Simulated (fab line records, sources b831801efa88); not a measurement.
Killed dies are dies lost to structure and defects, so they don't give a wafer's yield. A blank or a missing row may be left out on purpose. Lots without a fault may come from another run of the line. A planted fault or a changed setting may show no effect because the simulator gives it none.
fab line records | flow gf180mcu | part 1 of 2: steps 1 to 24 of 34
record lots=5 wafers=15 last_day=33
route steps=602 shown V3@444 M4@456 V4@476
lots that met no fault: from a run of the same line without faults
start_h: hours from the record's first day to the start of the lot's first wafer shown | wait_h: hours since the lot's step before | " the same as in the row above | L1.1+2: a row that stands for several wafers | - no value, or no start given | * or withheld: withheld | < > ~ a bound
route shown NAME@n: a module of which the file shows steps, and the number in the route of the first | usual: mean/standard deviation of fault-free wafers | same: alike in all rows | chamber/n: place in a boat | sites: the reading at each site | _std_site: their standard deviation | _edge_site: outer sites' mean less inner sites' | radius_mm: how far each site lies from the wafer's centre | mask NAME#n: copy n | behind: the tool/chamber that last shaped the wafer | hold: why the lot was held/for how many hours/how that ended | device: the transistor (n, p or np) that didn't switch | end of line: the same wafers' tests at the end of the route | a step without rows: its recipe alone | killed: dies lost to structure and defects at the first sort, not the wafer's yield | map: a wafer's dies, x killed, . not, _ none there
set.NAME: the setting as run; set.NAME@STEP: as run at that earlier step | model.NAME: the simulator's own value behind a step, which no gauge read
lots at some steps of the route; a table a step, a row a wafer
services: from which hour (start_h, from the record's first day; less than 0 if before it) a tool's chamber was out of use, for how many hours, and why
## steps
# step GF_V3_OVL_MEAS_15
# usual V3_OVL=0/5
# columns lot.wafer tool chamber start_h wait_h V3_OVL[nm]
L074.1 overlay-02 - 513.23 0.1 -6
L074.2 " - " " -2
L074.6 " - " " -6
L082.1 overlay-01 - 584.28 0.1 3
L082.2 " - " " 1
L082.5 " - " " 6
L084.1 overlay-01 - 598.73 0.1 -6
L084.2 " - " " 3
L084.4 " - " " 12
L088.2 overlay-02 - 628.89 0.1 -5
L088.4 " - " " -9
L088.5 " - " " 5
L094.1 overlay-01 - 665.78 0.1 2
L094.5 " - " " 1
L094.6 " - " " -3
# step GF_V3_ETCH_16
# recipe chemistry=N2/H2 target_depth_a=withheld overetch_a=withheld time_s=withheld target=BARC ion_energy_ev=200 source_w=500 bias_w=100 pressure_mtorr=30 n2_flow_sccm=100 h2_flow_sccm=200
# usual drypump_motor_current_A=5.8/0.36 oes_product_au=0.856/0.005 throttle_valve_pct=13.225/0.0094
# columns lot.wafer tool chamber start_h wait_h drypump_motor_current_A oes_product_au throttle_valve_pct
L074.1 rie_diel-01 1 513.27 0.0 5.6 0.854 13.203
L074.2 " 2 " " 6.0 0.854 13.233
L074.6 " 2 " " 6.0 0.846 13.222
L082.1 rie_diel-02 0 584.32 0.0 5.7 0.861 13.227
L082.2 " 3 " " 6.0 0.852 13.238
L082.5 " 3 " " 6.0 0.853 13.224
L084.1 rie_diel-02 1 598.77 0.0 6.7 0.854 13.228
L084.2 " 2 " " 5.8 0.860 13.225
L084.4 " 3 " " 6.1 0.850 13.215
L088.2 rie_diel-02 2 628.92 0.0 5.8 0.858 13.231
L088.4 " 0 " " 5.8 0.851 13.223
L088.5 " 3 " " 6.0 0.852 13.216
L094.1 rie_diel-03 0 665.82 0.0 5.6 0.863 13.242
L094.5 " 0 " " 5.6 0.852 13.218
L094.6 " 1 " " 5.1 0.843 13.216
# step GF_V3_ETCH_17
# recipe chemistry=C4F8/O2/Ar mask_material=KrF target=SiO2 stop_on=TiN source_w=1500 bias_w=1200 pressure_mtorr=40 c4f8_flow_sccm=withheld O2_flow_sccm=6 Ar_flow_sccm=300 time_s=withheld target_depth_a=6350
# usual oes_product_au=0.855/0.005
# columns lot.wafer tool chamber start_h wait_h oes_product_au
L074.1 rie_diel-01 1 - - 0.848
L074.2 " 2 " " 0.862
L074.6 " 2 " " 0.853
L082.1 rie_diel-02 0 - - 0.847
L082.2 " 3 " " 0.852
L082.5 " 3 " " 0.856
L084.1 rie_diel-02 1 - - 0.860
L084.2 " 2 " " 0.854
L084.4 " 3 " " 0.857
L088.2 rie_diel-02 2 - - 0.862
L088.4 " 0 " " 0.846
L088.5 " 3 " " 0.851
L094.1 rie_diel-03 0 - - 0.855
L094.5 " 0 " " 0.866
L094.6 " 1 " " 0.857
# step GF_V3_STRIP_18
# recipe chemistry=O2/N2 power_w=1400 pressure_mtorr=1500 platen_temp_c=250 o2_flow_sccm=3000 n2_flow_sccm=300 overash_fraction=0.5
# usual drypump_motor_current_A=5.8/0.42 heater_power_w=319/19 oes_product_au=0.593/0.0046
# same overash_fraction=0.5
# columns lot.wafer tool chamber start_h wait_h drypump_motor_current_A heater_power_w oes_product_au rf_hours_counter_h
L074.1 plasma_asher-04 1 513.40 - 5.0 326 0.596 10
L074.2 " 0 " " 5.6 323 0.587 10
L074.6 " 1 " " 5.0 323 0.599 -
L082.1 plasma_asher-03 1 584.45 - 6.0 340 0.593 80
L082.2 " 0 " " 6.3 299 0.596 80
L082.5 " 1 " " 6.0 346 0.599 -
L084.1 plasma_asher-03 0 598.90 - 6.3 290 0.604 82
L084.2 " 1 " " 6.0 343 0.599 82
L084.4 " 0 " " 6.3 292 0.591 -
L088.2 plasma_asher-02 0 629.04 - 5.6 298 0.590 96
L088.4 " 1 " " 5.6 306 0.584 -
L088.5 " 1 " " 5.6 306 0.592 -
L094.1 plasma_asher-04 1 665.94 - 5.1 320 0.588 27
L094.5 " 1 " " 5.1 324 0.599 -
L094.6 " 0 " " 5.6 326 0.595 -
# step GF_V3_STRIP_19
# recipe chemistry=post_etch_residue_remover time_s=1200 temp_c=72.5
# columns lot.wafer tool chamber start_h wait_h
L074.1+2+6 wet_bench-04 1 513.50 0.1
L082.1+2+5 wet_bench-02 2 584.55 0.1
L084.1+2+4 wet_bench-01 2 599.00 0.1
L088.2+4+5 wet_bench-02 3 629.14 0.1
L094.1+5+6 wet_bench-02 2 666.04 0.1
# step GF_V3_CLEAN_20
# recipe chemistry=DIW dry=n2_spin
# columns lot.wafer tool chamber start_h wait_h
L074.1+2+6 wet_bench-01 3 513.84 0.0
L082.1+2+5 wet_bench-02 2 584.89 0.0
L084.1+2+4 wet_bench-04 3 599.68 0.0
L088.2+4+5 wet_bench-04 2 629.49 0.0
L094.1+5+6 wet_bench-04 1 666.39 0.0
# step GF_V3_SPUTTER_21
# recipe material=Ti target_thk_nm=15 chamber_pressure_pa=5 power_w=2500 substrate_temp_c=200 time_s=80.02
# usual chamber_pressure_pa=5.001/0.01 substrate_temp_c=200.02/0.17 throttle_valve_pct=29.8/1.3
# columns lot.wafer tool chamber start_h wait_h chamber_pressure_pa substrate_temp_c throttle_valve_pct
L074.1 pvd_sputter-03 - 513.93 0.0 4.998 200.01 29.7
L074.2 " - " " 5.000 199.93 30.2
L074.6 " - " " 4.993 199.67 29.8
L082.1 pvd_sputter-01 - 584.98 0.0 4.983 200.25 29.8
L082.2 " - " " 5.005 199.68 30.5
L082.5 " - " " 4.998 199.79 27.8
L084.1 pvd_sputter-01 - 599.77 0.0 5.013 200.33 30.5
L084.2 " - " " 5.010 200.10 28.2
L084.4 " - " " 4.984 200.04 28.2
L088.2 pvd_sputter-02 - 629.59 0.0 4.998 200.04 26.6
L088.4 " - " " 4.993 199.98 30.6
L088.5 " - " " 4.990 200.13 30.9
L094.1 pvd_sputter-02 - 666.57 0.0 5.007 200.28 31.4
L094.5 " - " " 4.996 200.22 30.6
L094.6 " - " " 4.991 200.07 31.2
# step GF_V3_SPUTTER_22
# recipe material=TiN target_thk_nm=10 chamber_pressure_pa=5 power_w=4000 time_s=40
# usual chamber_pressure_pa=5.000/0.01 throttle_valve_pct=29.8/1.3
# columns lot.wafer tool chamber start_h wait_h chamber_pressure_pa throttle_valve_pct
L074.1 pvd_sputter-03 - 513.99 0.0 4.994 29.9
L074.2 " - " " 4.979 30.3
L074.6 " - " " 4.999 29.7
L082.1 pvd_sputter-01 - 585.04 0.0 5.001 29.7
L082.2 " - " " 5.000 30.5
L082.5 " - " " 5.000 28.1
L084.1 pvd_sputter-01 - 599.83 0.0 5.002 30.8
L084.2 " - " " 5.021 28.1
L084.4 " - " " 5.005 28.4
L088.2 pvd_sputter-02 - 629.65 0.0 5.007 27.1
L088.4 " - " " 4.988 31.2
L088.5 " - " " 4.992 31.2
L094.1 pvd_sputter-02 - 666.63 0.0 5.001 31.5
L094.5 " - " " 4.996 30.4
L094.6 " - " " 5.009 31.4
# step GF_V3_CVD_23
# recipe material=W target_thk_nm=350 time_s=104.9 temp_c=400 pressure_torr=40.58
# usual heater_power_w=890/64
# columns lot.wafer tool chamber start_h wait_h heater_power_w
L074.1 cvd_w-01 0 514.03 0.0 987
L074.2 " 1 " " 819
L074.6 " 1 " " 811
L082.1 cvd_w-02 1 585.08 0.0 875
L082.2 " 0 " " 894
L082.5 " 1 " " 872
L084.1 cvd_w-02 1 599.87 0.0 870
L084.2 " 0 " " 883
L084.4 " 1 " " 874
L088.2 cvd_w-02 0 629.69 0.0 878
L088.4 " 0 " " 885
L088.5 " 1 " " 848
L094.1 cvd_w-02 0 666.67 0.0 880
L094.5 " 0 " " 884
L094.6 " 1 " " 871
# step GF_V3_RS_MEAS_24
# recipe thk_meas_gauge=four-point-probe reads=W_of_V3_CVD_23+TiN_of_V3_SPUTTER_22+Ti_of_V3_SPUTTER_21
# usual V3_W_RS=0.324/0.0046
# columns lot.wafer tool chamber start_h wait_h V3_W_RS[ohm/sq]
L074.1 film_metro-02 - 514.18 0.1 0.322
L074.2 " - " " 0.327
L074.6 " - " " 0.329
L082.1 film_metro-02 - 585.19 0.1 0.320
L082.2 " - " " 0.322
L082.5 " - " " 0.327
L084.1 film_metro-03 - 599.98 0.1 0.326
L084.2 " - " " 0.329
L084.4 " - " " 0.327
L088.2 film_metro-01 - 629.83 0.1 0.328
L088.4 " - " " 0.330
L088.5 " - " " 0.324
L094.1 film_metro-02 - 666.78 0.1 0.333
L094.5 " - " " 0.331
L094.6 " - " " 0.332
# step GF_V3_THK_MEAS_25
# recipe thk_meas_gauge=xrf reads=W_of_V3_CVD_23
# usual V3_W_THK=354/5.9
# columns lot.wafer tool chamber start_h wait_h V3_W_THK[nm]
L074.1 film_metro-02 - 514.30 0.1 356
L074.2 " - " " 348
L074.6 " - " " 346
L082.1 film_metro-02 - 585.31 0.1 359
L082.2 " - " " 354
L082.5 " - " " 351
L084.1 film_metro-03 - 600.10 0.1 354
L084.2 " - " " 349
L084.4 " - " " 351
L088.2 film_metro-01 - 629.94 0.1 357
L088.4 " - " " 354
L088.5 " - " " 360
L094.1 film_metro-02 - 666.90 0.1 344
L094.5 " - " " 345
L094.6 " - " " 345
# step GF_V3_CMP_26
# recipe stop_on=SiO2 down_force_psi=3.5 platen_rpm=60 t_overpolish_s=15 target_thk_nm=0 pad_velocity_m_s=0.94248
# usual motor_current_A=11.7/1.1 overpolish_run_s=15.002/0.0088 slurry_filter_dp_kPa=13.48/0.15 time_to_endpoint_s=83/3.5
# columns lot.wafer tool chamber start_h wait_h motor_current_A overpolish_run_s slurry_filter_dp_kPa time_to_endpoint_s
L074.2 cmp-01 0 514.46 0.1 10.5 14.997 13.73 81
L074.1 " 1 " " 10.0 14.998 13.77 86
L074.6 " 3 " " 12.2 14.996 13.39 75
L082.1 cmp-02 1 585.37 0.1 13.3 14.998 13.40 87
L082.2 " 0 " " 11.5 15.003 13.56 79
L082.5 " 1 " " 13.3 15.003 13.35 84
L084.1 cmp-02 1 600.16 0.1 13.2 15.011 13.65 83
L084.4 " 2 " " 12.0 14.994 13.74 80
L084.2 " 3 " " 12.2 15.008 13.63 87
L088.2 cmp-02 0 630.36 0.4 10.9 15.016 13.64 80
L088.4 " 1 " " 14.1 14.986 13.69 85
L088.5 " 2 " " 12.4 14.983 13.07 88
L094.1 cmp-02 1 667.10 0.2 13.4 15.005 13.55 85
L094.6 " 0 " " 10.9 15.006 13.68 78
L094.5 " 1 " " 13.4 15.002 13.41 85
# step GF_M4_SPUTTER_00
# recipe material=Ti target_thk_nm=37.5 arriving_ion_energy_ev=80 substrate_temp_c=200 chamber_pressure_pa=2 power_w=4000 time_s=150
# usual chamber_pressure_pa=2.000/0.0039 substrate_temp_c=200.01/0.18 throttle_valve_pct=30.3/1.2
# columns lot.wafer tool chamber start_h wait_h chamber_pressure_pa substrate_temp_c throttle_valve_pct
L074.1 pvd_sputter-04 - 514.66 0.1 2.008 199.94 29.7
L074.2 " - " " 1.995 199.88 32.0
L074.6 " - " " 2.006 199.76 31.6
L082.1 pvd_sputter-03 - 585.67 0.2 2.000 200.06 30.5
L082.2 " - " " 2.000 199.76 30.3
L082.5 " - " " 2.001 199.99 29.7
L084.1 pvd_sputter-04 - 600.46 0.2 1.995 200.05 29.5
L084.2 " - " " 2.004 200.15 31.5
L084.4 " - " " 1.996 200.00 30.6
L088.2 pvd_sputter-02 - 630.56 0.1 2.000 199.97 27.1
L088.4 " - " " 1.999 200.06 31.3
L088.5 " - " " 2.005 200.13 31.2
L094.1 pvd_sputter-03 - 667.35 0.2 2.006 200.03 29.8
L094.5 " - " " 2.004 200.09 30.4
L094.6 " - " " 2.000 199.90 29.5
# step GF_M4_SPUTTER_01
# recipe material=TiN target_thk_nm=30 power_w=6500 time_s=25 chamber_pressure_pa=0.4
# usual chamber_pressure_pa=0.4000/0.00081 throttle_valve_pct=30.3/1.2
# columns lot.wafer tool chamber start_h wait_h chamber_pressure_pa throttle_valve_pct
L074.1 pvd_sputter-04 - 514.76 0.1 0.4000 29.7
L074.2 " - " " 0.4000 31.7
L074.6 " - " " 0.3995 31.5
L082.1 pvd_sputter-03 - 585.77 0.1 0.3998 30.6
L082.2 " - " " 0.3997 30.3
L082.5 " - " " 0.4012 29.6
L084.1 pvd_sputter-04 - 600.56 0.1 0.3992 29.7
L084.2 " - " " 0.4006 31.5
L084.4 " - " " 0.4006 30.6
L088.2 pvd_sputter-02 - 630.67 0.1 0.4012 26.6
L088.4 " - " " 0.4004 31.5
L088.5 " - " " 0.3998 31.1
L094.1 pvd_sputter-03 - 667.45 0.1 0.4001 29.5
L094.5 " - " " 0.4006 30.5
L094.6 " - " " 0.4012 29.5
# step GF_M4_SPUTTER_02
# recipe material=AlCu target_thk_nm=450 power_w=10600 time_s=23.9 chamber_pressure_pa=0.4
# usual chamber_pressure_pa=0.4000/0.00084 throttle_valve_pct=30.3/1.2
# columns lot.wafer tool chamber start_h wait_h chamber_pressure_pa throttle_valve_pct
L074.1 pvd_sputter-04 - 514.79 0.0 0.4011 29.7
L074.2 " - " " 0.3998 31.9
L074.6 " - " " 0.4012 31.6
L082.1 pvd_sputter-03 - 585.80 0.0 0.3992 30.6
L082.2 " - " " 0.3985 30.2
L082.5 " - " " 0.3987 29.7
L084.1 pvd_sputter-04 - 600.59 0.0 0.3999 29.5
L084.2 " - " " 0.4003 31.6
L084.4 " - " " 0.4003 30.4
L088.2 pvd_sputter-02 - 630.71 0.0 0.4000 27.2
L088.4 " - " " 0.3997 31.1
L088.5 " - " " 0.4001 31.3
L094.1 pvd_sputter-03 - 667.48 0.0 0.3992 29.7
L094.5 " - " " 0.3994 30.8
L094.6 " - " " 0.3997 29.8
# step GF_M4_SPUTTER_03
# recipe material=Ti target_thk_nm=10 substrate_temp_c=300 chamber_pressure_pa=0.3 power_w=3000 time_s=6.7
# usual chamber_pressure_pa=0.3000/0.00059 substrate_temp_c=300.04/0.18 throttle_valve_pct=30.3/1.2
# columns lot.wafer tool chamber start_h wait_h chamber_pressure_pa substrate_temp_c throttle_valve_pct
L074.1 pvd_sputter-04 - 514.82 0.0 0.3003 300.21 29.8
L074.2 " - " " 0.2998 300.21 31.9
L074.6 " - " " 0.2993 300.03 31.8
L082.1 pvd_sputter-03 - 585.83 0.0 0.3003 300.02 30.6
L082.2 " - " " 0.3009 299.88 30.2
L082.5 " - " " 0.2991 300.01 29.6
L084.1 pvd_sputter-04 - 600.62 0.0 0.3001 300.12 29.6
L084.2 " - " " 0.3005 300.43 31.6
L084.4 " - " " 0.3004 299.75 30.6
L088.2 pvd_sputter-02 - 630.74 0.0 0.2998 300.03 27.1
L088.4 " - " " 0.3005 300.12 31.2
L088.5 " - " " 0.3011 299.81 31.1
L094.1 pvd_sputter-03 - 667.51 0.0 0.3010 299.91 29.7
L094.5 " - " " 0.3001 300.12 30.4
L094.6 " - " " 0.3013 300.07 29.5
# step GF_M4_SPUTTER_04
# recipe material=TiN target_thk_nm=50 power_w=6500 time_s=41.7 chamber_pressure_pa=0.4
# usual chamber_pressure_pa=0.4001/0.00089 throttle_valve_pct=30.3/1.2
# columns lot.wafer tool chamber start_h wait_h chamber_pressure_pa throttle_valve_pct
L074.1 pvd_sputter-04 - 514.84 0.0 0.4002 29.5
L074.2 " - " " 0.4009 31.6
L074.6 " - " " 0.3994 31.5
L082.1 pvd_sputter-03 - 585.85 0.0 0.3995 30.4
L082.2 " - " " 0.4018 30.2
L082.5 " - " " 0.4001 29.8
L084.1 pvd_sputter-04 - 600.65 0.0 0.4011 29.9
L084.2 " - " " 0.4018 31.7
L084.4 " - " " 0.4009 30.2
L088.2 pvd_sputter-02 - 630.76 0.0 0.4020 27.1
L088.4 " - " " 0.3988 31.1
L088.5 " - " " 0.3996 31.3
L094.1 pvd_sputter-03 - 667.53 0.0 0.3991 29.8
L094.5 " - " " 0.4007 30.5
L094.6 " - " " 0.4015 29.7
# step GF_M4_RS_MEAS_05
# recipe thk_meas_gauge=four-point-probe reads=TiN_of_M4_SPUTTER_04+Ti_of_M4_SPUTTER_03+AlCu_of_M4_SPUTTER_02+TiN_of_M4_SPUTTER_01+Ti_of_M4_SPUTTER_00
# usual M4_ALCU_RS=0.0695/0.00063
# columns lot.wafer tool chamber start_h wait_h M4_ALCU_RS[ohm/sq]
L074.1 film_metro-02 - 514.88 0.0 0.0703
L074.2 " - " " 0.0698
L074.6 " - " " 0.0696
L082.1 film_metro-02 - 585.89 0.0 0.0691
L082.2 " - " " 0.0687
L082.5 " - " " 0.0689
L084.1 film_metro-04 - 600.68 0.0 0.0696
L084.2 " - " " 0.0687
L084.4 " - " " 0.0692
L088.2 film_metro-03 - 630.82 0.0 0.0695
L088.4 " - " " 0.0699
L088.5 " - " " 0.0691
L094.1 film_metro-03 - 667.57 0.0 0.0687
L094.5 " - " " 0.0688
L094.6 " - " " 0.0684
# step GF_M4_THK_MEAS_06
# recipe thk_meas_gauge=xrf reads=AlCu_of_M4_SPUTTER_02
# usual M4_ALCU_THK=452/5.1
# columns lot.wafer tool chamber start_h wait_h M4_ALCU_THK[nm]
L074.1 film_metro-02 - 515.00 0.1 451
L074.2 " - " " 454
L074.6 " - " " 453
L082.1 film_metro-02 - 586.01 0.1 459
L082.2 " - " " 461
L082.5 " - " " 460
L084.1 film_metro-04 - 600.80 0.1 448
L084.2 " - " " 457
L084.4 " - " " 454
L088.2 film_metro-03 - 630.93 0.1 451
L088.4 " - " " 445
L088.5 " - " " 454
L094.1 film_metro-03 - 667.69 0.1 457
L094.5 " - " " 454
L094.6 " - " " 459
# step GF_M4_DEHYDRATE_07
# recipe temp_c=200 time_s=60
# usual plate_temp_C=199.98/0.16
# columns lot.wafer tool chamber start_h wait_h plate_temp_C
L074.1 litho_track-03 0 526.06 11.1 200.22
L074.2 " 0 " " 200.18
L074.6 " 0 " " 200.31
L082.1 litho_track-04 0 595.47 9.4 199.85
L082.2 " 0 " " 199.93
L082.5 " 0 " " 200.11
L084.1 litho_track-02 0 611.36 10.5 200.17
L084.2 " 0 " " 199.85
L084.4 " 0 " " 199.94
L088.2 litho_track-02 0 639.98 9.0 199.96
L088.4 " 0 " " 199.86
L088.5 " 0 " " 199.65
L094.1 litho_track-02 0 676.76 9.1 200.03
L094.5 " 0 " " 199.90
L094.6 " 0 " " 200.03
# step GF_M4_HMDS_08
# recipe prime_time_s=60 prime_temp_c=120
# columns lot.wafer tool chamber start_h wait_h
L074.1+2+6 litho_track-03 0 526.21 0.1
L082.1+2+5 litho_track-04 0 595.62 0.1
L084.1+2+4 litho_track-02 0 611.51 0.1
L088.2+4+5 litho_track-02 0 640.13 0.1
L094.1+5+6 litho_track-02 0 676.91 0.1
# step GF_M4_COAT_09
# recipe resist=KrF spin_rpm=withheld resist_thk_nm=1000
# columns lot.wafer tool chamber start_h wait_h
L074.1+2+6 litho_track-03 0 526.36 0.1
L082.1+2+5 litho_track-04 0 595.77 0.1
L084.1+2+4 litho_track-02 0 611.66 0.1
L088.2+4+5 litho_track-02 0 640.28 0.1
L094.1+5+6 litho_track-02 0 677.06 0.1
# step GF_M4_SOFTBAKE_10
# recipe temp_c=129 time_s=60 resist=KrF
# usual plate_temp_C=129.01/0.15
# columns lot.wafer tool chamber start_h wait_h plate_temp_C
L074.1 litho_track-03 0 526.51 0.1 129.08
L074.2 " 0 " " 129.23
L074.6 " 0 " " 129.03
L082.1 litho_track-04 0 595.92 0.1 129.25
L082.2 " 0 " " 129.30
L082.5 " 0 " " 129.12
L084.1 litho_track-02 0 611.81 0.1 129.10
L084.2 " 0 " " 129.07
L084.4 " 0 " " 129.01
L088.2 litho_track-02 0 640.43 0.1 128.98
L088.4 " 0 " " 128.88
L088.5 " 0 " " 128.87
L094.1 litho_track-02 0 677.21 0.1 129.09
L094.5 " 0 " " 128.74
L094.6 " 0 " " 128.94
# step GF_M4_EXPOSE_11
# recipe mask_id=Metal4 target_cd_nm=280 na=0.68 source_shape=conventional sigma_outer=0.6 dose_mj=28
# same na=0.68
# columns lot.wafer tool chamber start_h wait_h mask
L074.1+2+6 krf_scanner-01 0 - - Metal4#0
L082.1+2+5 krf_scanner-01 0 - - Metal4#0
L084.1+2+4 krf_scanner-01 0 - - Metal4#0
L088.2+4+5 krf_scanner-01 0 - - Metal4#0
L094.1+5+6 krf_scanner-01 0 - - Metal4#0
